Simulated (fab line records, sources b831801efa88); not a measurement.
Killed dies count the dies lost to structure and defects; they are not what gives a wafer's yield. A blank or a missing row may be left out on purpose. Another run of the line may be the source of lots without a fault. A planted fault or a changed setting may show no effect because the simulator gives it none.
Split-lot experiment -- flow gf180mcu -- on a route of 602 steps: 5 lots, 23 wafers read

== SPLIT DETAILS ==
At GF_STI_ETCH_13 (etches the open film in CHF3/O2, stops on Si, target depth 282.31 nm, time 112.9 s), the setting timeS was moved away from the recipe's 112.9 s on 7 of the 23 wafers read, by -11.3% to +13.4%. All remaining wafers had this setting at the recipe value.

Reading taken at the split's own step.

== THE READING ==
KrF_of_STI_COAT_07.thkNm (the simulator's own value, which no gauge read), in nm, at GF_STI_ETCH_13 (etches the open film in CHF3/O2, stops on Si, target depth 282.31 nm, time 112.9 s). No usual value for it is given in the file. Here, 16 wafers ran the recipe; their average is 438.7 nm with a standard deviation of 3.1 nm.

wafer,"tool, chamber at the split","timeS as run, s",against the recipe,"KrF_of_STI_COAT_07.thkNm, nm",against lot-mates on the recipe
L074.2,"rieDiel-01, 1",112.9,recipe,442.7,-
L074.3,"rieDiel-01, 0",106.5,-5.7%,448.6,+8.1
L074.4,"rieDiel-01, 2",106.5,-5.7%,456.3,+15.8
L074.5,"rieDiel-01, 1",112.9,recipe,443.2,-
L074.6,"rieDiel-01, 0",112.9,recipe,435.6,-
L075.1,"rieDiel-04, 0",112.9,recipe,441.1,-
L075.2,"rieDiel-04, 1",112.9,recipe,437.6,-
L075.3,"rieDiel-04, 2",112.9,recipe,435.3,-
L075.4,"rieDiel-04, 3",112.9,recipe,433.7,-
L075.5,"rieDiel-04, 2",112.9,recipe,434.3,-
L076.2,"rieDiel-01, 1",112.9,recipe,440.4,-
L076.5,"rieDiel-01, 1",112.9,recipe,438.5,-
L076.6,"rieDiel-01, 2",112.9,recipe,442.3,-
L080.1,"rieDiel-04, 0",112.9,recipe,441.5,-
L080.2,"rieDiel-04, 2",112.9,recipe,437.2,-
L080.3,"rieDiel-04, 3",112.9,recipe,435,-
L080.4,"rieDiel-04, 1",100.1,-11.3%,467.5,+29.6
L080.5,"rieDiel-04, 1",100.1,-11.3%,464.8,+26.9
L085.1,"rieDiel-01, 2",128,+13.4%,408.7,-31.4
L085.2,"rieDiel-01, 1",112.9,recipe,441.8,-
L085.4,"rieDiel-01, 3",128,+13.4%,403.5,-36.6
L085.5,"rieDiel-01, 1",128,+13.4%,410.1,-29.9
L085.6,"rieDiel-01, 2",112.9,recipe,438.3,-

THE FIT
A straight line over all 23 wafers: KrF_of_STI_COAT_07.thkNm changes by -2.37 nm for each +1% of timeS; r = -0.98; the points scatter about the line by 3.2 nm.
The same after taking each lot's own level away (the mean of its wafers on the recipe; 23 wafers): -2.43 nm for each +1%; r = -0.98; scatter 2.9 nm.
Per that fit: largest timeS move, reading shift of 32 nm.
The lots' own levels span 436.40 to 440.50 nm, that is 1.3 times the standard deviation above.
So the lot-to-lot level changes the slope little: the two slopes agree.
Check: with one of the wafers moved furthest among these (+13.4%) left out of the fit, the line predicts -33 nm for it against its lot-mates. Against them it came out at -31.4 nm.

== FURTHER SPLITS ON THESE WAFERS ==
Other splits were also applied to these wafers ahead of the reading. Each is held against what the fit with the lots' levels taken away leaves over:
other split on the same wafers,wafers away from the commonest value,r with KrF_of_STI_COAT_07.thkNm (lot level and that fit taken away)
GF_STI_CVD_03 timeS,18,+0.08
GF_STI_PEB_10 pebTempC,7,+0.10

== THE WHOLE CHAIN: every reading that the file lists as answering this split, in the file's order ==
step,what it does,reading,change (the file's fit),r (the file's)
GF_STI_ETCH_13,"etches the open film in CHF3/O2, stops on Si, target depth 282.31 nm, time 112.9 s","KrF_of_STI_COAT_07.thkNm (the simulator's own value, which no gauge read)",-2.43 nm for each +1% of the setting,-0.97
GF_STI_STRIP_15,strips in O2/N2,stripTimeToEndpointS,withheld for each +1% of the setting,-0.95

== THE FILE'S OWN FIT ==
KrF_of_STI_COAT_07.thkNm changes by -2.43 nm for each +1% of timeS, r = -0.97.
